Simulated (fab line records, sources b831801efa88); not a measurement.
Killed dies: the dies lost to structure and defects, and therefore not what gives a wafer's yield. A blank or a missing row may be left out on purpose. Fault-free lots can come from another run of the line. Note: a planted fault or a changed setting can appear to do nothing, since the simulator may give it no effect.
Chamber matching | flow sky130 | SKY_FIELD_ISO_ETCH_14 on rie-diel-03 has 4 sister chambers
The step etches BARC in N2/H2, stops on SiO2, time 45.9 s, target depth 60 nm. 4 wafers are shown with their chamber, then 9 later ones without.

## WAFERS WITH THEIR CHAMBER
wafer  | chamber | drypump-motor-current-A (A)
L076.6 | 3       | 5.95
L087.3 | 2       | 6.07
L088.2 | 0       | 5.85
L088.6 | 1       | 5.84

## WAFERS WHOSE CHAMBER IS MISSING
wafer  | drypump-motor-current-A (A)
L090.2 | 6.08
L090.3 | 5.86
L090.4 | 5.85
L094.1 | 5.96
L094.3 | 6.09
L094.4 | 5.94
L096.3 | 5.98
L096.4 | 5.88
L096.5 | 6.08

## WHICH CHAMBER EACH WENT THROUGH
wafer  | from the rows above     | in truth
L090.2 | 2                       | 2
L090.3 | can't be placed: 0 or 1 | 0
L090.4 | can't be placed: 0 or 1 | 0
L094.1 | 3                       | 3
L094.3 | 2                       | 2
L094.4 | 3                       | 3
L096.3 | 3                       | 3
L096.4 | can't be placed: 0 or 1 | 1
L096.5 | 2                       | 2
Placed correctly: 6 of 9. Can't be placed from these rows: 3 (the true chamber is among the candidates in 3). Placed wrongly: 0.
How it was worked out, from the rows above alone: a wafer's distance from a chamber is the root of the sum, over the readings, of the square of ((its reading less the chamber's mean) divided by the reading's scatter). If the next closest chamber is less than 2 further off than the closest, the wafer can't be placed; otherwise it belongs to the closest. A chamber's mean is the mean of its shown wafers. The scatter: with one shown wafer a chamber, the root of the mean of the squares of how far each hidden wafer lies from its nearest shown one.
